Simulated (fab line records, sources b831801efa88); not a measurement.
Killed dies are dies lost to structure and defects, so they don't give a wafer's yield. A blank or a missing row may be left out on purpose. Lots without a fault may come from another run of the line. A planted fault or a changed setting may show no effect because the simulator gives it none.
fab line records | flow sky130
record lots=6 wafers=18 last_day=50
route steps=708 shown VIA3@582 METAL4@598 PAD_OPEN@708
lots that met no fault: from a run of the same line without faults
start_h: hours from the record's first day to the start of the lot's first wafer shown | wait_h: hours since the lot's step before | " the same as in the row above | L1.1+2: a row that stands for several wafers | - no value, or no start given | * or withheld: withheld | < > ~ a bound
route shown NAME@n: a module of which the file shows steps, and the number in the route of the first | usual: mean/standard deviation of fault-free wafers | same: alike in all rows | chamber/n: place in a boat | sites: the reading at each site | _std_site: their standard deviation | _edge_site: outer sites' mean less inner sites' | radius_mm: how far each site lies from the wafer's centre | mask NAME#n: copy n | behind: the tool/chamber that last shaped the wafer | hold: why the lot was held/for how many hours/how that ended | device: the transistor (n, p or np) that didn't switch | end of line: the same wafers' tests at the end of the route | a step without rows: its recipe alone | killed: dies lost to structure and defects at the first sort, not the wafer's yield | map: a wafer's dies, x killed, . not, _ none there
set.NAME: the setting as run; set.NAME@STEP: as run at that earlier step | model.NAME: the simulator's own value behind a step, which no gauge read
lots at some steps of the route; a table a step, a row a wafer
services: from which hour (start_h, from the record's first day; less than 0 if before it) a tool's chamber was out of use, for how many hours, and why
## steps
# step SKY_VIA3_EXPOSE_09
# recipe mask_id=VIM3 na=0.8 source_shape=annular sigma_inner=0.55 sigma_outer=0.85 target_cd_nm=200 dose_mj=38
# step SKY_VIA3_PEB_10
# recipe peb_temp_c=withheld peb_time_s=withheld resist=KrF-thick
# step SKY_VIA3_DEVELOP_11
# recipe develop_time_s=60 resist=KrF-thick dev_temp_c=21
# step SKY_VIA3_CD_MEAS_12
# recipe target_cd_nm=200
# usual cd_nm=199.9/1.7
# columns lot.wafer tool chamber start_h wait_h cd_nm
L259.4 cd_sem-02 - 999.44 - 200.7
L259.5 " - " " 200.1
L259.6 " - " " 198.1
L261.1 cd_sem-02 - 1010.78 - 201.9
L261.3 " - " " 203.4
L261.5 " - " " 200.8
L262.1 cd_sem-02 - 1020.29 - 201.2
L262.2 " - " " 201.3
L262.4 " - " " 200.6
L265.1 cd_sem-02 - 1044.94 - 198.2
L265.2 " - " " 198.2
L265.4 " - " " 199.1
L266.1 cd_sem-02 - 1058.07 - 200.2
L266.4 " - " " 199.4
L266.6 " - " " 199.7
L271.2 cd_sem-02 - 1079.04 - 199.8
L271.3 " - " " 200.1
L271.4 " - " " 198.7
# step SKY_VIA3_OVL_MEAS_13
# usual VIA3_OVL=-1/5.5
# columns lot.wafer tool chamber start_h wait_h VIA3_OVL[nm]
L259.4 overlay-02 - 999.51 0.1 -6
L259.5 " - " " -8
L259.6 " - " " -5
L261.1 overlay-01 - 1010.90 0.1 14
L261.3 " - " " 16
L261.5 " - " " 3
L262.1 overlay-02 - 1020.41 0.1 2
L262.2 " - " " -1
L262.4 " - " " -1
L265.1 overlay-02 - 1045.06 0.1 2
L265.2 " - " " 5
L265.4 " - " " 4
L266.1 overlay-02 - 1058.19 0.1 -3
L266.4 " - " " 6
L266.6 " - " " -3
L271.2 overlay-02 - 1079.15 0.1 1
L271.3 " - " " -11
L271.4 " - " " 6
# step SKY_VIA3_ETCH_14
# recipe chemistry=N2/H2 target=BARC ion_energy_ev=200 source_w=500 bias_w=100 pressure_mtorr=30 n2_flow_sccm=100 h2_flow_sccm=200 stop_on=SiO2 time_s=45.9 target_depth_a=600
# usual drypump_motor_current_A=5.7/0.41 oes_product_au=0.855/0.0053 throttle_valve_pct=13.224/0.0091
# columns lot.wafer tool chamber start_h wait_h drypump_motor_current_A oes_product_au rf_hours_counter_h throttle_valve_pct
L259.4 rie_diel-03 0 999.53 0.0 6.0 0.862 10 13.229
L259.5 " 1 " " 5.9 0.859 - 13.221
L259.6 " 2 " " 5.7 0.860 - 13.217
L261.1 rie_diel-01 3 1010.93 0.0 6.8 0.850 14 13.220
L261.3 " 0 " " 5.7 0.855 12 13.228
L261.5 " 3 " " 6.7 0.860 - 13.227
L262.1 rie_diel-02 3 1020.45 0.0 5.5 0.846 12 13.226
L262.2 " 1 " " 5.8 0.855 16 13.231
L262.4 " 0 " " 5.2 0.857 21 13.215
L265.1 rie_diel-02 1 1045.10 0.0 5.8 0.853 17 13.224
L265.2 " 2 " " 5.6 0.851 13 13.222
L265.4 " 0 " " 5.1 0.854 22 13.214
L266.1 rie_diel-01 3 1058.23 0.0 6.8 0.852 16 13.220
L266.4 " 2 " " 5.4 0.848 18 13.243
L266.6 " 2 " " 5.4 0.847 - 13.218
L271.2 rie_diel-02 3 1079.18 0.0 5.5 0.865 14 13.231
L271.3 " 2 " " 5.6 0.845 14 13.220
L271.4 " 1 " " 5.9 0.849 18 13.230
# step SKY_VIA3_ETCH_15
# recipe target=SiO2 chemistry=C4F8/O2/Ar target_depth_nm=507 stop_on=TiN mask_material=KrF-thick source_w=1500 bias_w=1200 pressure_mtorr=40 c4f8_flow_sccm=withheld O2_flow_sccm=6 Ar_flow_sccm=300 time_s=78
# usual oes_product_au=0.946/0.0053
# columns lot.wafer tool chamber start_h wait_h oes_product_au rf_hours_counter_h
L259.4 rie_diel-03 0 999.57 0.0 0.947 10
L259.5 " 1 " " 0.951 -
L259.6 " 2 " " 0.957 -
L261.1 rie_diel-01 3 1010.97 0.0 0.961 14
L261.3 " 0 " " 0.947 12
L261.5 " 3 " " 0.943 -
L262.1 rie_diel-02 3 1020.49 0.0 0.948 12
L262.2 " 1 " " 0.946 16
L262.4 " 0 " " 0.950 21
L265.1 rie_diel-02 1 1045.14 0.0 0.955 17
L265.2 " 2 " " 0.954 13
L265.4 " 0 " " 0.943 22
L266.1 rie_diel-01 3 1058.27 0.0 0.947 16
L266.4 " 2 " " 0.946 18
L266.6 " 2 " " 0.935 -
L271.2 rie_diel-02 3 1079.22 0.0 0.943 14
L271.3 " 2 " " 0.942 14
L271.4 " 1 " " 0.954 18
# step SKY_VIA3_STRIP_16
# recipe chemistry=O2/N2 power_w=1400 pressure_mtorr=1500 platen_temp_c=withheld o2_flow_sccm=3000 n2_flow_sccm=300 overash_fraction=0.5
# usual drypump_motor_current_A=5.6/0.41 oes_product_au=0.402/0.0049 strip_time_to_endpoint_s=4.12/0.036
# columns lot.wafer tool chamber start_h wait_h drypump_motor_current_A oes_product_au rf_hours_counter_h strip_time_to_endpoint_s
L259.4 plasma_asher-02 1 999.67 0.1 4.8 0.398 - 4.06
L259.5 " 1 " " 4.8 0.404 - 4.17
L259.6 " 0 " " 5.8 0.410 - 4.16
L261.1 plasma_asher-02 0 1011.03 0.0 5.7 0.408 118 4.13
L261.3 " 1 " " 4.8 0.411 - 4.17
L261.5 " 0 " " 5.8 0.405 - 4.14
L262.1 plasma_asher-03 1 1020.55 0.0 5.4 0.409 27 4.11
L262.2 " 0 " " 6.0 0.406 27 4.08
L262.4 " 0 " " 6.0 0.402 - 4.13
L265.1 plasma_asher-02 0 1045.20 0.0 5.8 0.406 122 4.10
L265.2 " 1 " " 4.8 0.402 122 4.14
L265.4 " 0 " " 5.8 0.400 - 4.15
L266.1 plasma_asher-01 0 1058.33 0.0 6.1 0.400 94 4.14
L266.4 " 1 " " 5.6 0.407 - 4.18
L266.6 " 0 " " 6.1 0.408 - 4.16
L271.2 plasma_asher-02 0 1079.28 0.0 5.8 0.394 2 4.12
L271.3 " 1 " " 4.8 0.399 - 4.15
L271.4 " 0 " " 5.8 0.399 - 4.09
# step SKY_VIA3_STRIP_17
# recipe chemistry=post_etch_residue_remover time_s=1200 temp_c=72.5
# step SKY_VIA3_CLEAN_18
# recipe chemistry=IPA time_s=180 temp_c=25
# step SKY_VIA3_CLEAN_19
# recipe chemistry=O3/DIW dry=n2_spin
# step SKY_VIA3_SPUTTER_20
# recipe material=TiN target_thk_nm=20 chamber_pressure_pa=5 power_w=4000 time_s=80
# usual throttle_valve_pct=30.5/1.2
# columns lot.wafer tool chamber start_h wait_h throttle_valve_pct
L259.4 pvd_sputter-01 - 1000.22 0.0 31.1
L259.5 " - " " 29.4
L259.6 " - " " 29.7
L261.1 pvd_sputter-03 - 1011.62 0.0 28.4
L261.3 " - " " 31.1
L261.5 " - " " 28.5
L262.1 pvd_sputter-02 - 1021.14 0.0 30.9
L262.2 " - " " 30.1
L262.4 " - " " 30.6
L265.1 pvd_sputter-01 - 1045.80 0.0 29.6
L265.2 " - " " 31.2
L265.4 " - " " 31.4
L266.1 pvd_sputter-03 - 1059.03 0.0 30.8
L266.4 " - " " 28.5
L266.6 " - " " 31.4
L271.2 pvd_sputter-01 - 1080.34 0.0 29.3
L271.3 " - " " 31.0
L271.4 " - " " 31.4
# step SKY_VIA3_CVD_21
# recipe material=W target_thk_nm=390 time_s=117.31 temp_c=400 pressure_torr=40
# usual heater_power_w=841/57
# columns lot.wafer tool chamber start_h wait_h heater_power_w model.W_of_VIA3_CVD_21.thk_nm
L259.4 cvd_w-01 1 1000.33 0.1 903 386.9
L259.5 " 0 " " 875 391.7
L259.6 " 1 " " 914 385.3
L261.1 cvd_w-02 0 1011.69 0.0 751 388.9
L261.3 " 0 " " 737 385.1
L261.5 " 1 " " 853 389.1
L262.1 cvd_w-02 1 1021.20 0.0 856 114
L262.2 " 0 " " 732 108.2
L262.4 " 1 " " 860 109.4
L265.1 cvd_w-01 0 1045.86 0.0 853 397.4
L265.2 " 1 " " 907 388.3
L265.4 " 0 " " 829 394.6
L266.1 cvd_w-02 0 1059.09 0.0 779 106.3
L266.4 " 0 " " 757 107.2
L266.6 " 1 " " 851 109
L271.2 cvd_w-01 0 1080.40 0.0 853 394.4
L271.3 " 1 " " 931 391.6
L271.4 " 0 " " 864 397.8
# step SKY_VIA3_RS_MEAS_22
# recipe thk_meas_gauge=four-point-probe reads=W_of_VIA3_CVD_21+TiN_of_VIA3_SPUTTER_20
# usual VIA3_W_RS=0.296/0.004
# columns lot.wafer tool chamber start_h wait_h VIA3_W_RS[ohm/sq]
L259.4 film_metro-03 - 1000.47 0.1 0.297
L259.5 " - " " 0.293
L259.6 " - " " 0.298
L261.1 film_metro-02 - 1011.81 0.1 0.295
L261.3 " - " " 0.298
L261.5 " - " " 0.296
L262.1 film_metro-03 - 1021.33 0.1 1.032
L262.2 " - " " 1.089
L262.4 " - " " 1.079
L265.1 film_metro-02 - 1045.98 0.1 0.289
L265.2 " - " " 0.295
L265.4 " - " " 0.290
L266.1 film_metro-03 - 1059.22 0.1 1.111
L266.4 " - " " 1.103
L266.6 " - " " 1.083
L271.2 film_metro-03 - 1080.55 0.1 0.291
L271.3 " - " " 0.292
L271.4 " - " " 0.289
# step SKY_VIA3_THK_MEAS_23
# recipe thk_meas_gauge=xrf reads=W_of_VIA3_CVD_21
# usual VIA3_W_THK=376/7.4
# columns lot.wafer tool chamber start_h wait_h VIA3_W_THK[nm]
L259.4 film_metro-03 - 1000.56 0.1 370
L259.5 " - " " 376
L259.6 " - " " 371
L261.1 film_metro-02 - 1011.93 0.1 377
L261.3 " - " " 375
L261.5 " - " " 379
L262.1 film_metro-03 - 1021.45 0.1 112
L262.2 " - " " 106
L262.4 " - " " 107
L265.1 film_metro-02 - 1046.10 0.1 386
L265.2 " - " " 378
L265.4 " - " " 383
L266.1 film_metro-03 - 1059.34 0.1 105
L266.4 " - " " 105
L266.6 " - " " 107
L271.2 film_metro-03 - 1080.66 0.1 379
L271.3 " - " " 376
L271.4 " - " " 381
# step SKY_VIA3_CMP_24
# recipe stop_on=SiO2 t_overpolish_s=20 down_force_psi=3.5 platen_rpm=60 target_thk_nm=0 pad_velocity_m_s=0.94248
# usual motor_current_A=10.9/0.87 slurry_flow_ml_min=150.1/0.47 time_to_endpoint_s=96/5.4
# columns lot.wafer tool chamber start_h wait_h motor_current_A slurry_flow_ml_min time_to_endpoint_s
L259.4 cmp-01 2 1000.69 0.1 11.4 150.5 90
L259.5 " 0 " " 10.6 149.6 100
L259.6 " 1 " " 9.9 150.4 90
L261.1 cmp-02 2 1012.22 0.3 10.4 148.8 99
L261.3 " 3 " " 10.3 150.1 93
L261.5 " 1 " " 11.5 150.1 95
L262.2 cmp-02 1 1021.56 0.1 12.1 151.0 28
L262.1 " 2 " " 10.0 150.2 35
L262.4 " 3 " " 10.0 150.8 30
L265.2 cmp-02 3 1046.17 0.0 9.9 149.6 96
L265.4 " 1 " " 11.3 149.7 97
L265.1 " 2 " " 9.7 149.5 104
L266.1 cmp-01 1 1059.45 0.1 9.5 150.4 24
L266.4 " 2 " " 11.6 149.4 23
L266.6 " 1 " " 9.5 150.6 27
L271.3 cmp-02 3 1080.76 0.1 10.0 150.1 93
L271.4 " 0 " " 10.4 149.7 93
L271.2 " 1 " " 11.3 150.5 89
# step SKY_METAL4_SPUTTER_00
# recipe material=Ti target_thk_nm=15 power_w=3000 time_s=10 chamber_pressure_pa=0.4
# usual throttle_valve_pct=30.0/1.5
# columns lot.wafer tool chamber start_h wait_h throttle_valve_pct
L259.4 pvd_sputter-04 - 1000.89 0.1 27.4
L259.5 " - " " 30.4
L259.6 " - " " 29.5
L261.1 pvd_sputter-04 - 1012.42 0.1 29.7
L261.3 " - " " 30.0
L261.5 " - " " 30.1
L262.1 pvd_sputter-04 - 1021.81 0.1 29.7
L262.2 " - " " 27.6
L262.4 " - " " 30.5
L265.1 pvd_sputter-03 - 1046.47 0.1 31.8
L265.2 " - " " 29.4
L265.4 " - " " 30.7
L266.1 pvd_sputter-02 - 1059.70 0.2 33.6
L266.4 " - " " 30.3
L266.6 " - " " 30.6
L271.2 pvd_sputter-02 - 1081.01 0.1 31.0
L271.3 " - " " 30.1
L271.4 " - " " 30.4
# step SKY_PAD_OPEN_PROBE_99
# usual defect_limited_yield=82.6/2 killed_at_M0_to_M3=44/7.3 killed_at_M4_up=3.1/1.6 killed_at_contacts=24/5.4 killed_at_front_end=15/4 killed_at_other=0.2/0.49 killed_dies=86/10 killed_open=48/7.3 killed_short=38/6.3 sort_bin_3_pad_short=0.8/0.45 sort_bin_5_function=10.3/1.5 sort_bin_6_memory=6.3/1.2 sort_n_pass=406/10 sort_yield_pct=82.6/2
# same gross_dies=492 killed_at_back_side=0 sort_bin_4_leakage[%]=0 sort_bin_8_speed[%]=0
# columns lot.wafer tool chamber start_h wait_h defect_limited_yield[%] killed_at_M0_to_M3 killed_at_M4_up killed_at_contacts killed_at_front_end killed_at_other killed_dies killed_open killed_short sort_bin_3_pad_short[%] sort_bin_5_function[%] sort_bin_6_memory[%] sort_n_pass sort_yield_pct[%]
L259.4 prober-02 - 1134.78 0.2 84.6 39 3 23 11 0 76 48 28 0.2 9.1 6.1 416 84.6
L259.5 prober-02 - 1134.83 0.2 81.5 55 4 20 12 0 91 48 43 0.6 12.6 5.3 401 81.5
L259.6 prober-02 - 1134.88 0.2 85.2 33 3 23 14 0 73 37 36 0.6 7.9 6.3 419 85.2
L261.1 prober-02 - 1144.01 0.1 85.4 44 2 20 6 0 72 41 31 0.8 7.7 6.1 420 85.4
L261.3 prober-02 - 1144.11 0.2 81.9 43 4 26 16 0 89 44 45 1.0 11.4 5.7 403 81.9
L261.5 prober-02 - 1144.21 0.2 85.2 34 2 24 12 1 73 36 37 1.4 8.1 5.3 419 85.2
L262.1 prober-01 - 1150.74 0.1 82.5 56 2 15 13 0 86 44 42 1.6 8.5 7.3 406 82.5
L262.2 prober-01 - 1150.79 0.1 81.3 49 3 28 12 0 92 58 34 0.2 12.8 5.7 400 81.3
L262.4 prober-01 - 1150.89 0.2 85.4 35 4 23 9 1 72 34 38 0.6 8.7 5.3 420 85.4
L265.1 prober-02 - 1172.54 0.1 80.9 38 0 34 19 3 94 55 39 0.8 10.2 8.1 398 80.9
L265.2 prober-02 - 1172.59 0.1 81.7 48 3 22 17 0 90 54 36 1.0 11.0 6.3 402 81.7
L265.4 prober-02 - 1172.69 0.2 81.1 40 4 36 13 0 93 53 40 0.6 9.3 8.9 399 81.1
L266.1 prober-02 - 1182.52 0.1 80.3 41 1 30 25 0 97 58 39 0.2 13.0 6.5 395 80.3
L266.4 prober-02 - 1182.67 0.2 80.7 54 2 21 18 0 95 50 45 1.2 10.6 7.5 397 80.7
L266.6 prober-02 - 1182.77 0.2 81.5 46 3 24 17 1 91 50 41 1.0 11.0 6.5 401 81.5
L271.2 prober-02 - 1197.67 0.1 81.9 32 6 34 17 0 89 52 37 0.4 12.8 4.9 403 81.9
L271.3 prober-02 - 1197.72 0.2 80.1 60 2 24 12 0 98 52 46 1.6 10.4 7.9 394 80.1
L271.4 prober-02 - 1197.77 0.2 79.3 50 5 35 12 0 102 66 36 0.4 13.4 6.9 390 79.3
# killed by level:class
L259.4 VIA1:geometric_particle:open=9 VIA3:geometric_particle:open=8 CONTACT:geometric_particle:open=7 VIA2:geometric_particle:open=7 LI_CONTACT:geometric_particle:open=6 FIELD_ISO:geometric_particle:open=5 LOCAL_INTERCONNECT:geometric_particle:short=5 VIA1:geometric_particle:short=5
L259.5 VIA1:geometric_particle:open=14 CONTACT:geometric_particle:open=11 VIA2:geometric_particle:open=8 METAL1:geometric_particle:short=6 VIA1:geometric_particle:short=6 METAL3:geometric_particle:short=6 VIA2:geometric_particle:short=5 POLY_GATE:geometric_particle:open=4
L259.6 CONTACT:geometric_particle:open=8 VIA1:geometric_particle:open=8 LI_CONTACT:geometric_particle:open=6 POLY_GATE:geometric_particle:open=5 METAL2:geometric_particle:short=5 METAL1:geometric_particle:short=4 CONTACT:geometric_particle:short=4 VIA3:geometric_particle:short=4
L261.1 VIA1:geometric_particle:open=10 CONTACT:geometric_particle:open=9 METAL2:geometric_particle:short=8 VIA2:geometric_particle:open=8 LI_CONTACT:geometric_particle:open=4 CONTACT:geometric_particle:short=4 METAL1:geometric_particle:short=4 VIA3:geometric_particle:open=4
L261.3 CONTACT:geometric_particle:open=12 VIA1:geometric_particle:short=8 VIA1:geometric_particle:open=8 CONTACT:geometric_particle:short=7 LI_CONTACT:geometric_particle:open=6 METAL1:geometric_particle:short=6 FIELD_ISO:geometric_particle:open=5 METAL2:geometric_particle:short=5
L261.5 CONTACT:geometric_particle:open=8 VIA2:geometric_particle:open=6 LOCAL_INTERCONNECT:geometric_particle:short=6 VIA1:geometric_particle:open=6 METAL2:geometric_particle:short=6 POLY_GATE:geometric_particle:short=5 CONTACT:geometric_particle:short=4 VIA1:geometric_particle:short=4
L262.1 VIA1:geometric_particle:open=11 VIA2:geometric_particle:open=11 METAL1:geometric_particle:short=7 VIA1:geometric_particle:short=6 METAL3:geometric_particle:short=6 VIA3:geometric_particle:open=5 FIELD_ISO:geometric_particle:short=4 POLY_GATE:geometric_particle:short=4
L262.2 VIA2:geometric_particle:open=11 CONTACT:geometric_particle:open=10 LI_CONTACT:geometric_particle:open=9 VIA3:geometric_particle:open=9 VIA1:geometric_particle:open=8 METAL2:geometric_particle:short=8 VIA1:geometric_particle:short=5 FIELD_ISO:geometric_particle:short=4
L262.4 VIA1:geometric_particle:open=10 LI_CONTACT:geometric_particle:open=6 CONTACT:geometric_particle:open=5 LI_CONTACT:geometric_particle:short=5 METAL2:geometric_particle:short=5 LOCAL_INTERCONNECT:geometric_particle:short=4 METAL1:geometric_particle:short=4 VIA1:geometric_particle:short=4
L265.1 CONTACT:geometric_particle:open=13 LI_CONTACT:geometric_particle:open=8 VIA1:geometric_particle:open=8 FIELD_ISO:geometric_particle:short=7 METAL2:geometric_particle:short=7 VIA3:geometric_particle:open=6 LOCAL_INTERCONNECT:geometric_particle:short=5 POLY_GATE:geometric_particle:open=4
L265.2 VIA1:geometric_particle:open=12 METAL1:geometric_particle:short=8 CONTACT:geometric_particle:open=8 VIA2:geometric_particle:open=6 LI_CONTACT:geometric_particle:open=6 VIA3:geometric_particle:open=6 POLY_GATE:geometric_particle:open=5 VIA1:geometric_particle:short=5
L265.4 CONTACT:geometric_particle:open=15 VIA1:geometric_particle:open=12 METAL2:geometric_particle:short=8 LI_CONTACT:geometric_particle:open=7 CONTACT:geometric_particle:short=7 LOCAL_INTERCONNECT:geometric_particle:short=5 VIA2:geometric_particle:open=4 FIELD_ISO:geometric_particle:open=3
L266.1 CONTACT:geometric_particle:open=13 VIA1:geometric_particle:open=11 VIA3:geometric_particle:open=8 LI_CONTACT:geometric_particle:open=6 FIELD_ISO:geometric_particle:open=5 FIELD_ISO:geometric_particle:short=5 LOCAL_INTERCONNECT:geometric_particle:short=5 METAL1:geometric_particle:short=4
L266.4 VIA1:geometric_particle:open=12 VIA2:geometric_particle:open=9 METAL1:geometric_particle:short=8 VIA3:geometric_particle:open=8 FIELD_ISO:geometric_particle:open=6 LI_CONTACT:geometric_particle:open=5 CONTACT:geometric_particle:short=5 CONTACT:geometric_particle:open=5
L266.6 VIA1:geometric_particle:open=10 VIA2:geometric_particle:open=9 CONTACT:geometric_particle:open=8 LI_CONTACT:geometric_particle:open=7 POLY_GATE:geometric_particle:short=6 FIELD_ISO:geometric_particle:short=5 VIA3:geometric_particle:open=5 CONTACT:geometric_particle:short=4
L271.2 CONTACT:geometric_particle:open=15 LI_CONTACT:geometric_particle:open=10 METAL1:geometric_particle:short=7 VIA1:geometric_particle:open=7 VIA2:geometric_particle:open=6 POLY_GATE:geometric_particle:open=5 LOCAL_INTERCONNECT:geometric_particle:short=5 METAL4:geometric_particle:short=5
L271.3 VIA1:geometric_particle:open=15 CONTACT:geometric_particle:open=11 VIA1:geometric_particle:short=9 METAL1:geometric_particle:short=7 VIA2:geometric_particle:open=6 METAL2:geometric_particle:short=6 POLY_GATE:geometric_particle:short=4 LI_CONTACT:geometric_particle:short=4
L271.4 CONTACT:geometric_particle:open=17 VIA1:geometric_particle:open=15 LI_CONTACT:geometric_particle:open=13 VIA2:geometric_particle:open=7 VIA1:geometric_particle:short=6 VIA3:geometric_particle:open=6 POLY_GATE:geometric_particle:short=4 METAL1:geometric_particle:short=4
## services
# columns tool chamber start_h hours kind
rie_diel-01 - 975.76 0.8 repair
rie_diel-01 2 982.82 7.4 repair
plasma_asher-03 - 1003.45 2.8 pm
pvd_sputter-03 - 1006.96 2.2 repair
rie_diel-01 2 1010.45 31.5 repair
cmp-01 - 1012.92 0.3 repair
cmp-01 - 1017.57 5.0 pm
pvd_sputter-01 1 1018.72 - consumable_replace:kit
pvd_sputter-01 1 1018.72 18.0 scheduled_down
pvd_sputter-01 1 1018.72 18.0 vent_cycle
pvd_sputter-03 1 1021.12 - consumable_replace:kit
rie_diel-01 3 1025.46 2.6 repair
pvd_sputter-02 - 1027.40 8.6 repair
cmp-01 - 1033.11 0.6 repair
cmp-02 - 1034.12 1.6 repair
plasma_asher-03 - 1035.15 7.0 repair
plasma_asher-02 - 1055.25 9.0 pm
plasma_asher-02 0 1055.25 9.0 vent_cycle
plasma_asher-02 1 1055.25 9.0 vent_cycle
pvd_sputter-04 - 1055.98 5.3 repair
plasma_asher-02 0 1064.25 - clean
plasma_asher-02 1 1064.25 - clean
cmp-02 - 1066.20 1.7 repair
cmp-02 - 1074.51 2.5 repair
## key
first_sign step=SKY_VIA3_RS_MEAS_22 reading=VIA3_W_RS direction=up sigmas=99+ usual=0.296 struck=1.083
effect step=SKY_VIA3_THK_MEAS_23 reading=VIA3_W_THK direction=down sigmas=36 usual=376 struck=107
effect step=SKY_VIA3_CMP_24 reading=time_to_endpoint_s direction=down sigmas=13 usual=* struck=*
model_effect step=SKY_VIA3_CVD_21 value=W_of_VIA3_CVD_21.thk_nm without=385.5 struck=109
met_at SKY_VIA3_CVD_21
struck_wafers L262.1,L262.2,L262.4,L266.1,L266.4,L266.6
onset_between 1011.69 1021.20
fault kind=process_parameter_drift tool=cvd_w-02 chamber=- onset_h=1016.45 steps=SKY_VIA3_CVD_21 channel=target_thk_nm offset=-276.54 shape=step end_h=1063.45 acts_in=these_recipes_only stated=390
